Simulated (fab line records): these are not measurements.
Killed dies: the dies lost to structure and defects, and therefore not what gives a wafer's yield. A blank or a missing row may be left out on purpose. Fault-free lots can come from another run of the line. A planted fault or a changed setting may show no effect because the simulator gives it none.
2 desks, one fault / flow gf180mcu / each desk holds nothing but its own numbers, with what lay behind them at the end

== TOOL OWNER'S DESK, furnace-02 ==
The tool's own readings at GF_DUAL_GATE_OXIDATION_15 (stabilise 600 s, purge 300 s, target thk 7.098 nm): means of the sampled wafers that have a number, for each lot that ran on this tool. If a lot's mean is further than 4 standard deviations from the usual mean, the lot is out of limits and carries the mark OUT (the distance appears in the brackets).
Columns: A = spikeTcBottomC at GF_DUAL_GATE_OXIDATION_15, usual 866 C
lot=L420; first seen here=day 9 22:35; A=868
lot=L421; first seen here=day 10 05:31; A=868
lot=L434; first seen here=day 14 06:43; A=868
This desk's finding: nothing out of limits on any of the 3 lots.

== AT THE METROLOGY DESK ==
What the gauges read, lot by lot, whatever tool the lot ran on: means of the sampled wafers that have a number. If a lot's mean is further than 4 standard deviations from the usual mean, the lot is out of limits and carries the mark OUT (the distance appears in the brackets).
Columns: A = DUAL_GATE_OXIDATION_00_THK at GF_DUAL_GATE_THK_MEAS_03, usual 10.86 nm; B = DUAL_GATE_OVL at GF_DUAL_GATE_OVL_MEAS_11, usual -0.6 nm
lot=L415; first seen here=day 7 15:52; A=11.00; B=0.9
lot=L420; first seen here=day 9 03:13; A=11.14; B=-1.6
lot=L421; first seen here=day 9 11:18; A=10.66; B=-0.5
lot=L430; first seen here=day 12 04:53; A=10.83; B=0.3
lot=L434; first seen here=day 13 09:29; A=10.79; B=1.1
lot=L436; first seen here=day 13 15:43; A=10.80; B=-1.7
This desk's finding: nothing out of limits on any of the 6 lots.

== BROUGHT TOGETHER ==
The desk of the tool owner found nothing out of limits.
At the metrology desk, nothing out of limits was observed.

== WHAT THE SIMULATOR PUT IN ==
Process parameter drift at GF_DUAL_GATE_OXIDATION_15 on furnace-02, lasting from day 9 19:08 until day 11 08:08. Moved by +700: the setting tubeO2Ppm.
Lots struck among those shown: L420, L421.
